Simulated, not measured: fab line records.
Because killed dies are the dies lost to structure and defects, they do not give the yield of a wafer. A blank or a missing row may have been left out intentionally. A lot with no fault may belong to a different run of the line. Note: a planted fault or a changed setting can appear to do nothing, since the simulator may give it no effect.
What tool caused it?	flow gf180mcu	11 lots, 33 wafers sampled, at 5 steps of a route of 602

== WHAT THE GAUGES SHOWED, per wafer ==
GF_PASSIVATION_THK_MEAS_01. Usual: PASSIVATION_CVD_00_THK gives 999 nm (standard deviation 15).
lot	measured	on	PASSIVATION_CVD_00_THK (nm)	flag
L381	day 28 03:17	film-metro-02	987 1010 1006	
L383	day 28 20:54	film-metro-02	986 1002 987	
L384	day 29 04:24	film-metro-03	978 976 983	
L386	day 29 20:13	film-metro-02	1001 986 1006	
L391	day 31 10:18	film-metro-03	996 1001 1023	
L394	day 32 00:13	film-metro-02	1168 1190 1020	OFF
L396	day 32 12:49	film-metro-03	982 1006 1003	
L397	day 32 18:25	film-metro-02	992 1002 1007	
L400	day 33 10:49	film-metro-02	996 1002 1009	
L402	day 34 03:52	film-metro-03	989 994 1003	
L403	day 34 04:20	film-metro-02	989 1001 999	

== TOOL THAT RAN EACH LOT (tool first, then ch and the chambers of the sampled wafers, then the start) ==
lot	GF_V4_ETCH_16	GF_V4_ETCH_17	GF_MIM_SPUTTER_03	GF_PASSIVATION_CVD_00
L381	rie-diel-01 ch 0,2, day 24 10:16	rie-diel-01 ch 0,2, day 24 11:50 or earlier	pvd-sputter-01, day 24 11:50	pecvd-04 ch 0,2, day 28 03:11
L383	rie-diel-02 ch 0,2,3, day 25 04:40	rie-diel-02 ch 0,2,3, day 25 06:11 or earlier	pvd-sputter-02, day 25 06:11	pecvd-03 ch 0,1, day 28 20:46
L384	rie-diel-02 ch 0,2,3, day 25 13:33	rie-diel-02 ch 0,2,3, day 25 15:10 or earlier	pvd-sputter-02, day 25 15:10	pecvd-04 ch 0,1,2, day 29 04:19
L386	rie-diel-01 ch 0,1,2, day 26 07:46	rie-diel-01 ch 0,1,2, day 26 09:16 or earlier	pvd-sputter-04, day 26 09:16	pecvd-03 ch 1,2, day 29 20:07
L391	rie-diel-03 ch 0,1, day 28 01:40	rie-diel-03 ch 0,1, day 28 03:18 or earlier	pvd-sputter-02, day 28 03:18	pecvd-01 ch 0,1,2, day 31 10:13
L394	rie-diel-03 ch 0,1,2, day 28 16:52	rie-diel-03 ch 0,1,2, day 28 18:31 or earlier	pvd-sputter-01, day 28 18:31	pecvd-04 ch 0,2, day 32 00:07
L396	rie-diel-01 ch 0,1,3, day 29 06:12	rie-diel-01 ch 0,1,3, day 29 07:43 or earlier	pvd-sputter-01, day 29 07:43	pecvd-03 ch 0,1, day 32 12:37
L397	rie-diel-03 ch 0,1, day 29 13:04	rie-diel-03 ch 0,1, day 29 14:37 or earlier	pvd-sputter-02, day 29 14:37	pecvd-03 ch 0,2, day 32 18:10
L400	rie-diel-01 ch 0,2,3, day 30 07:54	rie-diel-01 ch 0,2,3, day 30 09:28 or earlier	pvd-sputter-02, day 30 09:28	pecvd-01 ch 0,1, day 33 10:43
L402	rie-diel-02 ch 1,2, day 30 23:03	rie-diel-02 ch 1,2, day 31 00:35 or earlier	pvd-sputter-04, day 31 00:35	pecvd-01 ch 0,1,2, day 34 03:46
L403	rie-diel-01 ch 0,1,3, day 31 04:53	rie-diel-01 ch 0,1,3, day 31 06:28 or earlier	pvd-sputter-02, day 31 06:28	pecvd-03 ch 0,1,2, day 34 04:14
- GF_V4_ETCH_16: etches BARC in N2/H2.
- GF_V4_ETCH_17: etches SiO2 in C4F8/O2/Ar, stops on TiN, target depth 630 nm.
- GF_MIM_SPUTTER_03: material Ti, target thk 10 nm, time 6.7 s.
- GF_PASSIVATION_CVD_00: deposits SiO2 from TEOS, target thk 1000 nm, time 111.95 s.

== AS READ BY THE TOOLS THEMSELVES (means over the sampled wafers that have a number; for cases with no such wafer, the mark the record gives instead) ==
GF_V4_ETCH_16. Usual: drypump-motor-current-A 5.7 A, standard deviation 0.43; oes-product-au 0.855 a.u., standard deviation 0.0042; throttle-valve-pct 13.225 %, standard deviation 0.0092.
lot	tool	drypump-motor-current-A (A)	oes-product-au (a.u.)	throttle-valve-pct (%)	flag
L381	rie-diel-01	5.6	0.855	13.233	
L383	rie-diel-02	6.2	0.856	13.228	
L384	rie-diel-02	6.2	0.855	13.219	
L386	rie-diel-01	5.5	0.853	13.221	
L391	rie-diel-03	6.0	0.857	13.219	
L394	rie-diel-03	5.6	0.856	13.226	
L396	rie-diel-01	5.4	0.858	13.230	
L397	rie-diel-03	5.9	0.857	13.227	
L400	rie-diel-01	5.5	0.855	13.225	
L402	rie-diel-02	6.3	0.856	13.225	
L403	rie-diel-01	5.4	0.854	13.229	

GF_V4_ETCH_17. Usual: oes-product-au 0.856 a.u., standard deviation 0.005.
lot	tool	oes-product-au (a.u.)	flag
L381	rie-diel-01	0.852	
L383	rie-diel-02	0.857	
L384	rie-diel-02	0.858	
L386	rie-diel-01	0.860	
L391	rie-diel-03	0.859	
L394	rie-diel-03	0.863	
L396	rie-diel-01	0.853	
L397	rie-diel-03	0.859	
L400	rie-diel-01	0.856	
L402	rie-diel-02	0.860	
L403	rie-diel-01	0.859	

GF_MIM_SPUTTER_03. Usual: throttle-valve-pct 29.6 %, standard deviation 1.3.
lot	tool	throttle-valve-pct (%)	flag
L381	pvd-sputter-01	30.5	
L383	pvd-sputter-02	28.5	
L384	pvd-sputter-02	29.4	
L386	pvd-sputter-04	30.1	
L391	pvd-sputter-02	28.4	
L394	pvd-sputter-01	29.7	
L396	pvd-sputter-01	30.3	
L397	pvd-sputter-02	28.8	
L400	pvd-sputter-02	29.7	
L402	pvd-sputter-04	29.7	
L403	pvd-sputter-02	29.2	

GF_PASSIVATION_CVD_00. Usual: heater-power-w 643 W, standard deviation 98; run-length-s 139.8 s, standard deviation 0.57.
lot	tool	heater-power-w (W)	run-length-s (s)	flag
L381	pecvd-04	697	139.7	
L383	pecvd-03	610	140.4	
L384	pecvd-04	706	140.0	
L386	pecvd-03	656	139.9	
L391	pecvd-01	657	139.3	
L394	pecvd-04	735	153.5	OFF
L396	pecvd-03	656	140.5	
L397	pecvd-03	539	139.8	
L400	pecvd-01	574	139.1	
L402	pecvd-01	608	139.6	
L403	pecvd-03	567	140.2	

== THE ANSWER, worked out from the rows above alone ==
Rule: a lot counts as off when the mean over its wafers that have a number is more than 3 standard deviations away from the usual mean. Also off: a lot with no number at a reading for which 4 or more lots have one. Where the step has rows for the other lots, those lots are counted as sound. Order of review: gauges by route order, followed by the tools' own readings, for which a lot's mean as printed above is used. The first step at which some lot is off is used, and at that step the reading that is off furthest; a lot without a number counts as furthest.
Off: at GF_PASSIVATION_THK_MEAS_01 (PASSIVATION_CVD_00_THK), L394.
A tool fits if, at a process step before that reading, it ran every lot that is off, and no sound lot after the first of them. Not tried: the gauges at GF_PASSIVATION_THK_MEAS_01; whatever is off there is also off at GF_PASSIVATION_CVD_00, on other tools, and gauge error can't account for it. Because GF_V4_ETCH_17 lacks a start for some lots, the hours and order of its lots are taken from GF_MIM_SPUTTER_03. One fits: GF_PASSIVATION_CVD_00 on pecvd-04. A fault onset in the window from L384 (day 29 04:19, its last sound lot) to L394 (day 32 00:07, its first lot off) fits.
On the lots that are off, the tool's own readings at GF_PASSIVATION_CVD_00 differ by more than 5 times the standard deviation of the sound lots' means, which bears it out; run-length-s reads 153.5 s there versus 139.8 s on the sound lots.

== WHAT THE SIMULATOR HAD INSERTED ==
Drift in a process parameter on pecvd-04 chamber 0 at GF_PASSIVATION_CVD_00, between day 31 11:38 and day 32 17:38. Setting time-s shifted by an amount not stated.
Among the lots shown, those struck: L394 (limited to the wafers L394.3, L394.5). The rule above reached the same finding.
